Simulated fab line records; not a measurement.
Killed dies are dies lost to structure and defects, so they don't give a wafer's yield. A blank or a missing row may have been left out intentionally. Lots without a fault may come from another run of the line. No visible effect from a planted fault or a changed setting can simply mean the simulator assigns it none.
Matching of chambers :: flow gf180mcu :: GF_V4_CMP_04 on cmp-01 has 4 sister chambers
The step polishes SiO2. 4 wafers are shown with their chamber, then 7 later ones without.

== WAFERS WITH THEIR CHAMBER ==
wafer: L279.1
chamber: 3
motor_current_A (A): 12.6

wafer: L281.4
chamber: 2
motor_current_A (A): 14.1

wafer: L285.2
chamber: 0
motor_current_A (A): 13.6

wafer: L285.5
chamber: 1
motor_current_A (A): 9.8

== WAFERS WHOSE CHAMBER IS MISSING ==
wafer: L285.6
motor_current_A (A): 13.7

wafer: L291.1
motor_current_A (A): 13.6

wafer: L291.4
motor_current_A (A): 10.5

wafer: L291.6
motor_current_A (A): 13.8

wafer: L292.2
motor_current_A (A): 9.9

wafer: L292.3
motor_current_A (A): 13.8

wafer: L292.5
motor_current_A (A): 9.9

== WHICH CHAMBER EACH WENT THROUGH ==
wafer: L285.6
from the rows above: can't be placed: 0 or 2
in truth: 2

wafer: L291.1
from the rows above: can't be placed: 0 or 2
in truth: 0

wafer: L291.4
from the rows above: 1
in truth: 1

wafer: L291.6
from the rows above: can't be placed: 0 or 2
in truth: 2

wafer: L292.2
from the rows above: 1
in truth: 1

wafer: L292.3
from the rows above: can't be placed: 0 or 2
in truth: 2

wafer: L292.5
from the rows above: 1
in truth: 1
Correctly placed: 3 of 7. Unplaceable from these rows: 4, with the true chamber sitting among the candidates in 4. Number placed wrongly: 0.
How it was worked out, from the rows above alone: a wafer's distance from a chamber is the root of the sum, over the readings, of the square of ((its reading less the chamber's mean) divided by the reading's scatter). The wafer belongs to the nearest chamber; if the next one is less than 2 further off, it can't be placed. For every chamber, the mean is computed from those of its wafers that are shown. The scatter: root of mean squared gap, hidden wafer to nearest shown wafer, with one shown wafer a chamber.
